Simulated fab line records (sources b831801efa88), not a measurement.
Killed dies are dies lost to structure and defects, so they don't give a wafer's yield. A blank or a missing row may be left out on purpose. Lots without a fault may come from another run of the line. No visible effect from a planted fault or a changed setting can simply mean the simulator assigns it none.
fab line records	flow gf180mcu
record lots=6	wafers=18	last_day=34
route steps=602 shown LVPWELL@56 MVSD@66 MVPSD@78 VT_IMPLANT@90
lots untouched by any fault: they come from a run of this same line in which no faults occurred
start_h: the number of hours between the record's first day and the start of the first shown wafer of the lot	wait_h: hours elapsed since this lot's preceding step	" the same as in the row above	L1.1+2: a row that stands for several wafers	- no value present, or no start provided	* or withheld: withheld	< > ~ a bound
route shown NAME@n: NAME is a module with steps in the file, n the number in the route of the first one	usual: mean and standard deviation over wafers with no fault	same: alike in all rows	chamber/n: place in a boat	sites: per-site readings	_std_site: standard deviation of those values	_edge_site: inner sites' mean taken away from outer sites' mean	radius_mm: how far each site lies from the wafer's centre	mask NAME#n: copy n	behind: tool/chamber where the wafer was last shaped	hold: what put the lot on hold/how long, in hours/how the hold closed	device: transistor that didn't switch, given as n, p or np	end of line: the route-end tests of the same wafers	a step given without rows: its recipe and nothing more	killed: count of dies lost to structure and defects at first sort (not the wafer's yield)	map: a wafer's dies, x killed, . not, _ none there
set.NAME: the setting the step ran with; set.NAME@STEP: the setting that earlier step ran with	model.NAME: the simulator's own value behind a step, which no gauge read
lots seen at some steps along the route; tables by step, rows by wafer
services: from which hour (start_h, from the record's first day; less than 0 if before it) a tool's chamber was out of use, for how many hours, and why
## steps
# step GF_LVPWELL_COAT_02
# recipe spin_rpm=2000	resist_thk_nm=3000
# step GF_LVPWELL_SOFTBAKE_03
# recipe temp_c=110	time_s=withheld
# step GF_LVPWELL_EXPOSE_04
# recipe mask_id=LVPWELL	target_cd_nm=600	na=0.6	source_shape=conventional	sigma_outer=0.6	dose_mj=260
# step GF_LVPWELL_PEB_05
# recipe temp_c=115	time_s=withheld
# step GF_LVPWELL_DEVELOP_06
# recipe wall_angle_deg=90	develop_time_s=60	dev_temp_c=23
# step GF_LVPWELL_OVL_MEAS_07
# usual LVPWELL_OVL=-0.6/1.4
lot.wafer	tool	chamber	start_h	wait_h	LVPWELL_OVL[nm]
L952.2	overlay-01	-	90.89	-	0.5
L952.3	"	-	"	"	0.2
L952.5	"	-	"	"	1.0
L953.2	overlay-01	-	94.36	-	-2.0
L953.3	"	-	"	"	-1.2
L953.5	"	-	"	"	-2.0
L963.3	overlay-02	-	153.30	-	-0.5
L963.4	"	-	"	"	0.0
L963.6	"	-	"	"	0.1
L964.1	overlay-01	-	156.41	-	-0.3
L964.4	"	-	"	"	-1.0
L964.6	"	-	"	"	2.6
L966.1	overlay-02	-	165.33	-	-0.5
L966.5	"	-	"	"	-2.8
L966.6	"	-	"	"	-0.1
L972.3	overlay-01	-	200.92	-	0.3
L972.4	"	-	"	"	-1.8
L972.5	"	-	"	"	-2.0
# step GF_LVPWELL_IMPLANT_08
# recipe species=B	energy_kev=170	dose_cm2=1.5e+13	tilt_deg=0
# step GF_LVPWELL_IMPLANT_09
# recipe species=B	energy_kev=60	dose_cm2=5e+12	tilt_deg=0
# step GF_LVPWELL_STRIP_10
# recipe chemistry=O2/N2	power_w=1400	pressure_mtorr=1500	platen_temp_c=250	o2_flow_sccm=3000	n2_flow_sccm=300	overash_fraction=0.5
# usual drypump_motor_current_A=5.5/0.37	heater_power_w=331/35	oes_product_au=0.723/0.0045	strip_time_to_endpoint_s=36.97/0.098
lot.wafer	tool	chamber	start_h	wait_h	drypump_motor_current_A	heater_power_w	oes_product_au	rf_hours_counter_h	strip_time_to_endpoint_s
L952.2	plasma_asher-02	1	91.22	0.1	5.6	284	0.726	43	36.97
L952.3	"	1	"	"	5.7	278	0.722	-	36.96
L952.5	"	1	"	"	5.6	284	0.724	-	37.04
L953.2	plasma_asher-01	1	94.69	0.1	6.2	330	0.724	29	36.90
L953.3	"	1	"	"	6.2	331	0.720	-	37.01
L953.5	"	0	"	"	4.9	307	0.723	-	36.98
L963.3	plasma_asher-02	0	153.65	0.1	5.3	402	0.725	-	37.01
L963.4	"	1	"	"	5.6	300	0.728	-	37.02
L963.6	"	0	"	"	5.2	390	0.723	-	37.11
L964.1	plasma_asher-03	0	156.75	0.1	5.5	314	0.724	47	36.87
L964.4	"	0	"	"	5.5	299	0.728	-	36.85
L964.6	"	0	"	"	5.5	305	0.722	-	36.92
L966.1	plasma_asher-02	1	165.67	0.1	5.7	307	0.716	5	36.95
L966.5	"	1	"	"	5.6	295	0.725	-	36.87
L966.6	"	0	"	"	5.3	397	0.725	-	36.96
L972.3	plasma_asher-01	0	201.28	0.1	4.9	307	0.721	-	37.02
L972.4	"	1	"	"	6.2	330	0.723	-	37.07
L972.5	"	0	"	"	4.9	298	0.715	-	37.08
# step GF_LVPWELL_TW_MEAS_11
# usual LVPWELL_TW=560/5.8
lot.wafer	tool	chamber	start_h	wait_h	LVPWELL_TW
L952.2	film_metro-01	-	91.33	0.1	555
L952.3	"	-	"	"	555
L952.5	"	-	"	"	557
L953.2	film_metro-03	-	94.80	0.1	559
L953.3	"	-	"	"	560
L953.5	"	-	"	"	561
L963.3	film_metro-03	-	153.74	0.1	560
L963.4	"	-	"	"	561
L963.6	"	-	"	"	561
L964.1	film_metro-04	-	156.88	0.1	567
L964.4	"	-	"	"	569
L964.6	"	-	"	"	567
L966.1	film_metro-03	-	165.77	0.1	559
L966.5	"	-	"	"	561
L966.6	"	-	"	"	561
L972.3	film_metro-03	-	201.36	0.1	559
L972.4	"	-	"	"	557
L972.5	"	-	"	"	556
# step GF_MVSD_DEHYDRATE_00
# recipe temp_c=200	time_s=60
# step GF_MVSD_HMDS_01
# recipe prime_time_s=60	prime_temp_c=120
# step GF_MVSD_COAT_02
# recipe spin_rpm=2000	resist_thk_nm=3000
# usual chill_plate_temp_C=23.01/0.094	dispense_pressure_kPa=48/7.3	exhaust_pa=45.1/0.84
lot.wafer	tool	chamber	start_h	wait_h	chill_plate_temp_C	dispense_pressure_kPa	exhaust_pa
L952.2	litho_track-01	0	98.41	0.1	23.01	44	44.7
L952.3	"	0	"	"	22.98	44	46.0
L952.5	"	0	"	"	22.88	44	46.2
L953.2	litho_track-03	0	102.52	0.1	23.01	57	45.4
L953.3	"	0	"	"	23.01	57	44.7
L953.5	"	0	"	"	23.09	57	44.6
L963.3	litho_track-03	-	161.04	0.1	-	-	-
L963.4	"	-	"	"	-	-	-
L963.6	"	-	"	"	-	-	-
L964.1	litho_track-02	-	165.41	0.1	-	-	-
L964.4	"	-	"	"	-	-	-
L964.6	"	-	"	"	-	-	-
L966.1	litho_track-03	0	173.74	0.1	22.86	57	45.7
L966.5	"	0	"	"	23.04	57	44.5
L966.6	"	0	"	"	22.99	57	45.2
L972.3	litho_track-01	0	210.23	0.1	22.98	44	43.9
L972.4	"	0	"	"	22.78	44	44.1
L972.5	"	0	"	"	22.89	44	44.5
# step GF_MVSD_SOFTBAKE_03
# recipe temp_c=110	time_s=withheld
# step GF_MVSD_EXPOSE_04
# recipe mask_id=MVSD	target_cd_nm=1000	na=0.6	source_shape=conventional	sigma_outer=0.6	dose_mj=260
# step GF_MVSD_PEB_05
# recipe temp_c=115	time_s=withheld
# step GF_MVSD_DEVELOP_06
# recipe wall_angle_deg=90	develop_time_s=60	dev_temp_c=23
# step GF_MVSD_OVL_MEAS_07
# usual MVSD_OVL=0.3/1.2
lot.wafer	tool	chamber	start_h	wait_h	MVSD_OVL[nm]
L952.2	overlay-02	-	105.47	-	-0.2
L952.3	"	-	"	"	0.5
L952.5	"	-	"	"	-0.7
L953.2	overlay-02	-	108.59	-	1.0
L953.3	"	-	"	"	2.4
L953.5	"	-	"	"	0.4
L963.3	overlay-02	-	170.54	-	-
L963.4	"	-	"	"	-
L963.6	"	-	"	"	-
L964.1	overlay-02	-	174.08	-	-
L964.4	"	-	"	"	-
L964.6	"	-	"	"	-
L966.1	overlay-02	-	181.76	-	-1.0
L966.5	"	-	"	"	0.4
L966.6	"	-	"	"	0.2
L972.3	overlay-02	-	219.12	-	0.3
L972.4	"	-	"	"	0.3
L972.5	"	-	"	"	0.0
# step GF_MVSD_IMPLANT_08
# recipe species=P	energy_kev=400	dose_cm2=1.6e+13	tilt_deg=0
# step GF_MVSD_IMPLANT_09
# recipe species=P	energy_kev=100	dose_cm2=5e+12	tilt_deg=0
# step GF_MVSD_STRIP_10
# recipe chemistry=O2/N2	power_w=1400	pressure_mtorr=1500	platen_temp_c=250	o2_flow_sccm=3000	n2_flow_sccm=300	overash_fraction=0.5
# usual drypump_motor_current_A=5.7/0.56	heater_power_w=325/29	oes_product_au=0.723/0.0044	strip_time_to_endpoint_s=36.92/0.11
lot.wafer	tool	chamber	start_h	wait_h	drypump_motor_current_A	heater_power_w	oes_product_au	rf_hours_counter_h	strip_time_to_endpoint_s
L952.2	plasma_asher-04	0	105.80	0.1	6.6	380	0.727	48	36.80
L952.3	"	1	"	"	5.6	300	0.725	-	36.77
L952.5	"	0	"	"	6.6	383	0.721	-	36.85
L953.2	plasma_asher-03	0	108.92	0.1	5.5	297	0.726	42	37.01
L953.3	"	0	"	"	5.5	298	0.728	-	37.02
L953.5	"	1	"	"	5.5	347	0.717	-	36.98
L963.3	plasma_asher-03	0	170.90	0.1	5.5	303	-	-	-
L963.4	"	1	"	"	5.5	338	-	-	-
L963.6	"	1	"	"	5.5	344	-	-	-
L964.1	plasma_asher-01	0	174.42	0.1	4.9	303	-	39	-
L964.4	"	0	"	"	4.9	318	-	-	-
L964.6	"	0	"	"	4.9	304	-	-	-
L966.1	plasma_asher-04	1	182.10	0.1	5.6	290	0.727	54	36.85
L966.5	"	1	"	"	5.6	295	0.728	-	36.85
L966.6	"	0	"	"	6.6	383	0.723	-	37.04
L972.3	plasma_asher-03	1	219.48	0.1	5.5	358	0.727	-	36.88
L972.4	"	0	"	"	5.5	297	0.723	-	36.89
L972.5	"	1	"	"	5.5	349	0.720	-	36.90
# step GF_MVSD_TW_MEAS_11
# usual MVSD_TW=1586/20
lot.wafer	tool	chamber	start_h	wait_h	MVSD_TW
L952.2	film_metro-04	-	105.91	0.1	1619
L952.3	"	-	"	"	1618
L952.5	"	-	"	"	1615
L953.2	film_metro-03	-	109.03	0.1	1592
L953.3	"	-	"	"	1591
L953.5	"	-	"	"	1599
L963.3	film_metro-04	-	170.99	0.1	1606
L963.4	"	-	"	"	1609
L963.6	"	-	"	"	1613
L964.1	film_metro-01	-	174.52	0.1	1548
L964.4	"	-	"	"	1554
L964.6	"	-	"	"	1556
L966.1	film_metro-01	-	182.20	0.1	1558
L966.5	"	-	"	"	1554
L966.6	"	-	"	"	1555
L972.3	film_metro-03	-	219.57	0.1	1607
L972.4	"	-	"	"	1609
L972.5	"	-	"	"	1612
# step GF_MVPSD_DEHYDRATE_00
# recipe temp_c=200	time_s=60
# step GF_MVPSD_HMDS_01
# recipe prime_time_s=60	prime_temp_c=120
# step GF_MVPSD_COAT_02
# recipe spin_rpm=2000	resist_thk_nm=3000
# step GF_MVPSD_SOFTBAKE_03
# recipe temp_c=110	time_s=withheld
# step GF_MVPSD_EXPOSE_04
# recipe mask_id=MVPSD	target_cd_nm=1000	na=0.6	source_shape=conventional	sigma_outer=0.6	dose_mj=260
# step GF_MVPSD_PEB_05
# recipe temp_c=115	time_s=withheld
# step GF_MVPSD_DEVELOP_06
# recipe wall_angle_deg=90	develop_time_s=60	dev_temp_c=23
# step GF_MVPSD_OVL_MEAS_07
# usual MVPSD_OVL=0.2/1.3
lot.wafer	tool	chamber	start_h	wait_h	MVPSD_OVL[nm]
L952.2	overlay-02	-	119.81	-	-0.1
L952.3	"	-	"	"	-0.8
L952.5	"	-	"	"	0.7
L953.2	overlay-02	-	123.35	-	-0.7
L953.3	"	-	"	"	0.3
L953.5	"	-	"	"	0.4
L963.3	overlay-01	-	187.60	-	0.7
L963.4	"	-	"	"	1.3
L963.6	"	-	"	"	-0.5
L964.1	overlay-01	-	191.81	-	0.6
L964.4	"	-	"	"	2.0
L964.6	"	-	"	"	3.0
L966.1	overlay-02	-	199.53	-	0.5
L966.5	"	-	"	"	2.1
L966.6	"	-	"	"	3.5
L972.3	overlay-01	-	237.15	-	-1.9
L972.4	"	-	"	"	-0.9
L972.5	"	-	"	"	-1.2
# step GF_MVPSD_IMPLANT_08
# recipe species=B	energy_kev=170	dose_cm2=1.5e+13	tilt_deg=0
# step GF_MVPSD_IMPLANT_09
# recipe species=B	energy_kev=40	dose_cm2=5e+12	tilt_deg=0
# step GF_MVPSD_STRIP_10
# recipe chemistry=O2/N2	power_w=1400	pressure_mtorr=1500	platen_temp_c=250	o2_flow_sccm=3000	n2_flow_sccm=300	overash_fraction=0.5
# usual drypump_motor_current_A=5.53/0.26	heater_power_w=337/43	oes_product_au=0.723/0.0045	strip_time_to_endpoint_s=36.94/0.11
lot.wafer	tool	chamber	start_h	wait_h	drypump_motor_current_A	heater_power_w	oes_product_au	rf_hours_counter_h	strip_time_to_endpoint_s
L952.2	plasma_asher-04	1	120.14	0.1	5.56	290	0.718	50	37.10
L952.3	"	0	"	"	6.59	390	0.723	-	37.11
L952.5	"	1	"	"	5.55	290	0.717	-	37.09
L953.2	plasma_asher-02	0	123.68	0.1	5.26	402	0.717	1	36.85
L953.3	"	1	"	"	5.64	297	0.721	-	36.81
L953.5	"	1	"	"	5.63	299	0.727	-	36.86
L963.3	plasma_asher-03	0	187.96	0.1	5.50	300	0.729	-	37.09
L963.4	"	1	"	"	5.49	350	0.723	-	37.15
L963.6	"	0	"	"	5.50	309	0.729	-	37.03
L964.1	plasma_asher-03	1	192.14	0.1	5.51	347	0.716	51	37.04
L964.4	"	0	"	"	5.48	301	0.723	-	37.02
L964.6	"	1	"	"	5.49	343	0.715	-	36.89
L966.1	plasma_asher-02	0	199.87	0.1	5.27	400	0.722	10	36.97
L966.5	"	0	"	"	5.27	404	0.720	-	36.89
L966.6	"	1	"	"	5.65	295	0.727	-	36.92
L972.3	plasma_asher-02	0	237.51	0.1	5.29	397	0.719	-	36.90
L972.4	"	1	"	"	5.63	305	0.719	-	36.85
L972.5	"	1	"	"	5.65	302	0.721	-	36.91
# step GF_MVPSD_TW_MEAS_11
# usual MVPSD_TW=556/7.3
lot.wafer	tool	chamber	start_h	wait_h	MVPSD_TW
L952.2	film_metro-04	-	120.25	0.1	561
L952.3	"	-	"	"	561
L952.5	"	-	"	"	562
L953.2	film_metro-01	-	123.79	0.1	543
L953.3	"	-	"	"	544
L953.5	"	-	"	"	540
L963.3	film_metro-04	-	188.05	0.1	1633
L963.4	"	-	"	"	1624
L963.6	"	-	"	"	1622
L964.1	film_metro-03	-	192.24	0.1	1604
L964.4	"	-	"	"	1589
L964.6	"	-	"	"	1587
L966.1	film_metro-01	-	199.97	0.1	553
L966.5	"	-	"	"	552
L966.6	"	-	"	"	549
L972.3	film_metro-04	-	237.60	0.1	563
L972.4	"	-	"	"	564
L972.5	"	-	"	"	559
# step GF_VT_IMPLANT_DEHYDRATE_00
# recipe temp_c=200	time_s=60
# step GF_VT_IMPLANT_HMDS_01
# recipe prime_time_s=60	prime_temp_c=120
# step GF_VT_IMPLANT_COAT_02
# recipe resist=NOVOLAK	spin_rpm=3000	resist_thk_nm=1000
# step GF_VT_IMPLANT_SOFTBAKE_03
# recipe temp_c=90	time_s=60	resist=NOVOLAK
# step GF_VT_IMPLANT_EXPOSE_04
# recipe mask_id=LVPWELL_LV_AREA	target_cd_nm=600	na=0.6	source_shape=conventional	sigma_outer=0.6	dose_mj=140
# step GF_VT_IMPLANT_PEB_05
# recipe temp_c=withheld	time_s=*	resist=NOVOLAK
# step GF_VT_IMPLANT_DEVELOP_06
# recipe develop_time_s=60	dev_temp_c=23
# step GF_VT_IMPLANT_OVL_MEAS_07
# usual VT_IMPLANT_OVL=0.2/1.5
lot.wafer	tool	chamber	start_h	wait_h	VT_IMPLANT_OVL[nm]
L952.2	overlay-02	-	136.21	0.1	2.0
L952.3	"	-	"	"	3.1
L952.5	"	-	"	"	2.2
L953.2	overlay-01	-	139.27	0.1	1.5
L953.3	"	-	"	"	2.3
L953.5	"	-	"	"	1.4
L963.3	overlay-01	-	205.15	0.1	0.0
L963.4	"	-	"	"	-0.7
L963.6	"	-	"	"	0.7
L964.1	overlay-01	-	209.54	0.1	1.8
L964.4	"	-	"	"	1.0
L964.6	"	-	"	"	1.9
L966.1	overlay-02	-	216.96	0.1	0.6
L966.5	"	-	"	"	1.1
L966.6	"	-	"	"	2.7
L972.3	overlay-02	-	256.30	0.1	-0.4
L972.4	"	-	"	"	-0.2
L972.5	"	-	"	"	2.1
# step GF_VT_IMPLANT_TW_MEAS_10
# usual VT_IMPLANT_TW=569/5.1
lot.wafer	tool	chamber	start_h	wait_h	VT_IMPLANT_TW
L952.2	film_metro-03	-	136.50	0.1	567
L952.3	"	-	"	"	567
L952.5	"	-	"	"	562
L953.2	film_metro-02	-	139.56	0.1	559
L953.3	"	-	"	"	561
L953.5	"	-	"	"	562
L963.3	film_metro-04	-	205.45	0.1	1632
L963.4	"	-	"	"	1637
L963.6	"	-	"	"	1629
L964.1	film_metro-04	-	209.83	0.1	1628
L964.4	"	-	"	"	1635
L964.6	"	-	"	"	1636
L966.1	film_metro-04	-	217.25	0.1	575
L966.5	"	-	"	"	574
L966.6	"	-	"	"	572
L972.3	film_metro-03	-	256.60	0.1	570
L972.4	"	-	"	"	571
L972.5	"	-	"	"	574
# step GF_VT_IMPLANT_TW_MEAS_21
# usual VT_IMPLANT_2_TW=1226/11
lot.wafer	tool	chamber	start_h	wait_h	VT_IMPLANT_2_TW
L952.2	film_metro-02	-	152.61	0.1	1221
L952.3	"	-	"	"	1220
L952.5	"	-	"	"	1220
L953.2	film_metro-04	-	155.84	0.2	1228
L953.3	"	-	"	"	1234
L953.5	"	-	"	"	1241
L963.3	film_metro-04	-	223.70	0.1	1805
L963.4	"	-	"	"	1803
L963.6	"	-	"	"	1808
L964.1	film_metro-02	-	227.70	0.1	1794
L964.4	"	-	"	"	1783
L964.6	"	-	"	"	1779
L966.1	film_metro-03	-	235.85	0.1	1235
L966.5	"	-	"	"	1247
L966.6	"	-	"	"	1241
L972.3	film_metro-02	-	276.32	0.1	1217
L972.4	"	-	"	"	1211
L972.5	"	-	"	"	1215
# step GF_VT_IMPLANT_TW_MEAS_32
# usual VT_IMPLANT_3_TW=270.8/2.4
lot.wafer	tool	chamber	start_h	wait_h	VT_IMPLANT_3_TW
L952.2	film_metro-02	-	169.21	0.1	269.4
L952.3	"	-	"	"	270.0
L952.5	"	-	"	"	271.1
L953.2	film_metro-04	-	172.95	0.1	274.5
L953.3	"	-	"	"	272.4
L953.5	"	-	"	"	273.2
L963.3	film_metro-02	-	241.32	0.1	1589.1
L963.4	"	-	"	"	1577.2
L963.6	"	-	"	"	1589.8
L964.1	film_metro-03	-	246.00	0.1	1600.6
L964.4	"	-	"	"	1596.8
L964.6	"	-	"	"	1608.1
L966.1	film_metro-03	-	255.33	0.1	271.9
L966.5	"	-	"	"	271.6
L966.6	"	-	"	"	272.6
L972.3	film_metro-04	-	296.20	0.1	271.9
L972.4	"	-	"	"	271.8
L972.5	"	-	"	"	272.6
# step GF_VT_IMPLANT_TW_MEAS_43
# usual VT_IMPLANT_4_TW=698/6.5
lot.wafer	tool	chamber	start_h	wait_h	VT_IMPLANT_4_TW
L952.2	film_metro-04	-	185.89	0.1	700
L952.3	"	-	"	"	700
L952.5	"	-	"	"	701
L953.2	film_metro-03	-	190.80	0.1	689
L953.3	"	-	"	"	689
L953.5	"	-	"	"	688
L963.3	film_metro-04	-	260.16	0.1	1652
L963.4	"	-	"	"	1648
L963.6	"	-	"	"	1651
L964.1	film_metro-03	-	265.68	0.1	1652
L964.4	"	-	"	"	1641
L964.6	"	-	"	"	1648
L966.1	film_metro-04	-	274.84	0.1	708
L966.5	"	-	"	"	708
L966.6	"	-	"	"	703
L972.3	film_metro-04	-	316.26	0.1	701
L972.4	"	-	"	"	698
L972.5	"	-	"	"	703
## services
tool	chamber	start_h	hours	kind
plasma_asher-02	-	67.51	12.8	pm
plasma_asher-02	-	108.75	9.0	pm
plasma_asher-02	0	108.75	9.0	vent_cycle
plasma_asher-02	1	108.75	9.0	vent_cycle
plasma_asher-02	0	117.75	-	clean
plasma_asher-02	1	117.75	-	clean
plasma_asher-02	-	147.64	2.1	repair
plasma_asher-04	-	147.90	2.5	repair
plasma_asher-04	-	154.16	22.3	pm
plasma_asher-03	-	226.52	1.5	repair
## key
first_sign step=GF_MVSD_COAT_02	reading=tool_record	direction=missing
effect step=GF_MVSD_OVL_MEAS_07	reading=MVSD_OVL	direction=missing
effect step=GF_MVPSD_TW_MEAS_11	reading=MVPSD_TW	direction=up	sigmas=99+	usual=556	struck=1610
effect step=GF_VT_IMPLANT_TW_MEAS_10	reading=VT_IMPLANT_TW	direction=up	sigmas=99+	usual=569	struck=1633
effect step=GF_VT_IMPLANT_TW_MEAS_21	reading=VT_IMPLANT_2_TW	direction=up	sigmas=50	usual=1226	struck=1795
effect step=GF_VT_IMPLANT_TW_MEAS_32	reading=VT_IMPLANT_3_TW	direction=up	sigmas=99+	usual=270.8	struck=1593.6
effect step=GF_VT_IMPLANT_TW_MEAS_43	reading=VT_IMPLANT_4_TW	direction=up	sigmas=99+	usual=698	struck=1649
met_at GF_MVSD_COAT_02
struck_wafers L963.3,L963.4,L963.6,L964.1,L964.4,L964.6
sort_left_out L963.3,L963.4,L963.6,L964.1,L964.4,L964.6
tester_left_out L963,L964
onset_between 102.52 161.04
fault kind=skipped_step_whole	tool=litho_track-02,litho_track-03	chamber=-	onset_h=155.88	steps=GF_MVSD_COAT_02	scope=struck_lots_only
# tester_left_out: of these lots the tester's yield and bins aren't shown, on N5 and GAA mostly nor the transistor test; their killed dies are dies lost to structure and defects alone, not to doping, threshold or leakage, so they don't give the yield
# sort_left_out: the simulated sort isn't trusted on such a fault, so these wafers' sort isn't shown, and their yield isn't known
